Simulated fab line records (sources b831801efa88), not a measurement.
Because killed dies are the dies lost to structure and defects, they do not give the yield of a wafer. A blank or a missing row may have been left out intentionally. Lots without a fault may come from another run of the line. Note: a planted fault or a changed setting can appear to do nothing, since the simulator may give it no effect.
What tool caused it? :: flow sky130 :: Sampling: 12 lots, 36 wafers, 2 of 708 route steps

== WHAT EACH GAUGE READ, for each wafer ==
SKY_LI_CONTACT_OVL_MEAS_13.
lot: L338
measured: day 29 04:11
on: overlay-01
LI_CONTACT_OVL (nm): -2 -2 0

lot: L339
measured: day 29 12:35
on: overlay-02
LI_CONTACT_OVL (nm): -9 2 3

lot: L341
measured: day 30 06:47
on: overlay-01
LI_CONTACT_OVL (nm): 4 0 -2

lot: L342
measured: day 30 19:17
on: overlay-02
LI_CONTACT_OVL (nm): -9 -13 -1

lot: L343
measured: day 30 20:34
on: overlay-02
LI_CONTACT_OVL (nm): 6 4 0

lot: L344
measured: day 31 02:48
on: overlay-01
LI_CONTACT_OVL (nm): -4 1 -3

lot: L345
measured: day 31 13:14
on: overlay-02
LI_CONTACT_OVL (nm): -3 -3 -4

lot: L347
measured: day 32 02:56
on: overlay-01
LI_CONTACT_OVL (nm): -4 -5 -1

lot: L353
measured: day 34 06:44
on: overlay-02
LI_CONTACT_OVL (nm): 7 1 2

lot: L361
measured: day 36 15:14
on: overlay-01
LI_CONTACT_OVL (nm): 4 5 4

lot: L359
measured: day 36 19:01
on: overlay-01
LI_CONTACT_OVL (nm): 5 -2 -1

lot: L360
measured: day 36 19:35
on: overlay-01
LI_CONTACT_OVL (nm): -6 -11 -10

SKY_LI_CONTACT_RS_MEAS_22: measures by four-point-probe.
lot: L338
measured: day 29 04:54
on: film metro-01
LI_CONTACT_W_RS (ohm/sq): 0.2827 0.2846 0.2827

lot: L339
measured: day 29 13:20
on: film metro-01
LI_CONTACT_W_RS (ohm/sq): 0.2864 0.2810 0.2887

lot: L341
measured: day 30 07:32
on: film metro-02
LI_CONTACT_W_RS (ohm/sq): 0.2867 0.2833 0.2871

lot: L342
measured: day 30 20:00
on: film metro-04
LI_CONTACT_W_RS (ohm/sq): 0.2810 0.2805 0.2832

lot: L343
measured: day 30 21:17
on: film metro-02
LI_CONTACT_W_RS (ohm/sq): 0.2848 0.2825 0.2876

lot: L344
measured: day 31 03:31
on: film metro-02
LI_CONTACT_W_RS (ohm/sq): 0.2835 0.2856 0.2835

lot: L345
measured: day 31 13:57
on: film metro-04
LI_CONTACT_W_RS (ohm/sq): 0.2887 0.2882 0.2813

lot: L347
measured: day 32 03:40
on: film metro-02
LI_CONTACT_W_RS (ohm/sq): 0.2808 0.2827 0.2806

lot: L353
measured: day 34 07:28
on: film metro-04
LI_CONTACT_W_RS (ohm/sq): 0.2869 0.2851 0.2824

lot: L361
measured: day 36 15:57
on: film metro-04
LI_CONTACT_W_RS (ohm/sq): 0.2824 0.2857 0.2847

lot: L359
measured: day 36 19:44
on: film metro-02
LI_CONTACT_W_RS (ohm/sq): 0.2828 0.2839 0.2818

lot: L360
measured: day 36 20:22
on: film metro-01
LI_CONTACT_W_RS (ohm/sq): 0.2823 0.2905 0.2887

== WHAT TOOL EACH LOT RAN ON (gives the tool, then ch and the chambers of the sampled wafers, and finally the start) ==
The record shows no process step preceding these readings.

== WHAT THE TOOLS THEMSELVES READ (means of the sampled wafers that have a number; where no wafer has one, the mark that the record gives instead) ==
The record holds no such reading with a usual standard deviation.

== THE ANSWER, worked out from the rows above alone ==
Rule: the usual values come from the lots themselves. Put in order of their means at a reading, lots are off if they are a third of the lots or fewer, leave a main group of 4 or more, and stand apart from it by a gap of 3 or more times the standard deviation of the main group's means; of several such gaps the widest counts. The tables above print the reading to a certain number of digits; a main group whose means all agree to those digits is not used. A lot without any number at a reading at which 4 lots or more have one is off too. All remaining lots with rows at the step are treated as sound. Order of review: gauges by route order, followed by the tools' own readings, for which a lot's mean as printed above is used. At the first step where some lot is off, the reading lying furthest off is the one used; lots without a number count as furthest.
Across all readings shown, no lot is off: no conclusion can be drawn from this.

== WHAT THE SIMULATOR HAD PUT IN ==
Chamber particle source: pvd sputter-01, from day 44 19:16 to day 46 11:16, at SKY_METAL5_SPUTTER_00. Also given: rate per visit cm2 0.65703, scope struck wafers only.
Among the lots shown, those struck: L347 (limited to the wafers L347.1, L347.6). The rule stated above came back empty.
